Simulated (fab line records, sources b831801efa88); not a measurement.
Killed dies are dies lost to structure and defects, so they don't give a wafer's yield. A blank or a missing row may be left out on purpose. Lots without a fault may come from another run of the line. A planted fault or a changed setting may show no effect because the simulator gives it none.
Problem report in the 8D (eight disciplines) form, filled by code | flow sky130 | the parts of the form that need people (team, actions taken, sign-off) are left out

1. THE PROBLEM
run_length_s at SKY_VT_ADJUST_HVTP_SOFTBAKE_03 reads a mean of 99.68 s on 4 wafers of 3 lots; wafers without a fault read 89.17 s with a standard deviation of 0.17. That is +62 standard deviations from the usual mean.
The step: time 60 s.
First seen on wafer L407.3, day 8 15:45, on litho_track-02. The record holds 42 wafers of 15 lots with a number at this step. Rule for "out", or "out of limits": more than 4 standard deviations from the usual mean. The other wafers with a number count as sound.

2. WHAT IT IS AND WHAT IT IS NOT
question                    | is                             | is not
which readings at this step | run_length_s                   | -
which lots                  | L407, L408, L409               | L397, L399, L401, L402, L403, L404, L405, L415, L416, L417, L418, L419
which wafers of those lots  | L407.3, L407.5, L408.5, L409.5 | L408.2, L409.4
read on which tools         | litho_track-02                 | litho_track-01, litho_track-04
when                        | from day 8 15:45               | up to then (21 sound wafers); but 17 sound wafers of L408, L409, L415, L416, L417, L418, L419 came after

3. SUSPECTS, AND WHAT RULES EACH OUT
Counting: a tool at a process step up to the reading stays a suspect if it ran every lot that is out. Sound lots after the first of them don't rule it out here, since some wafers of a struck lot are sound.
- litho_track-02 at SKY_VT_ADJUST_HVTP_SOFTBAKE_03 (time 60 s): kept. It ran every lot that is out, first L407 (day 8 15:45); its last sound lot up to then is L405 (day 8 01:55). Its own readings are out on those wafers: run_length_s.
Left after counting: litho_track-02 at SKY_VT_ADJUST_HVTP_SOFTBAKE_03.

4. THE CAUSE (what the simulator had put in)
Process parameter drift: litho_track-02, from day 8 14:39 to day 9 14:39, at SKY_VT_ADJUST_HVTP_SOFTBAKE_03. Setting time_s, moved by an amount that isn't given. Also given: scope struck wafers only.
Counting left only this tool.

5. THE CHAIN OF EFFECTS, in route order
Each row: a reading whose mean over the struck wafers that have a number lies more than 3 standard deviations from the usual. Only readings for which the record gives a usual standard deviation are gone through. hours: the time from each lot's start at the first step in this table that gives one to its start at this step, as a median over the lots. sigmas: the change in usual standard deviations.
hours | step                           | reading      | usual   | on struck wafers | change | sigmas
0     | SKY_VT_ADJUST_HVTP_SOFTBAKE_03 | run_length_s | 89.17 s | 99.68            | +10.51 | +62
The process steps in it:
- SKY_VT_ADJUST_HVTP_SOFTBAKE_03: time 60 s.
Later measuring or inspecting steps at which every struck wafer that the step has a row for has a number for every such reading, and none has moved that far: SKY_VT_ADJUST_LVTN_TW_MEAS_10, SKY_VT_ADJUST_LVTN_OVL_MEAS_18.

6. WHAT WOULD HAVE CAUGHT IT SOONER
In this record the first reading out of limits was taken at day 8 15:45, 1 hour after the fault began at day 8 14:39.
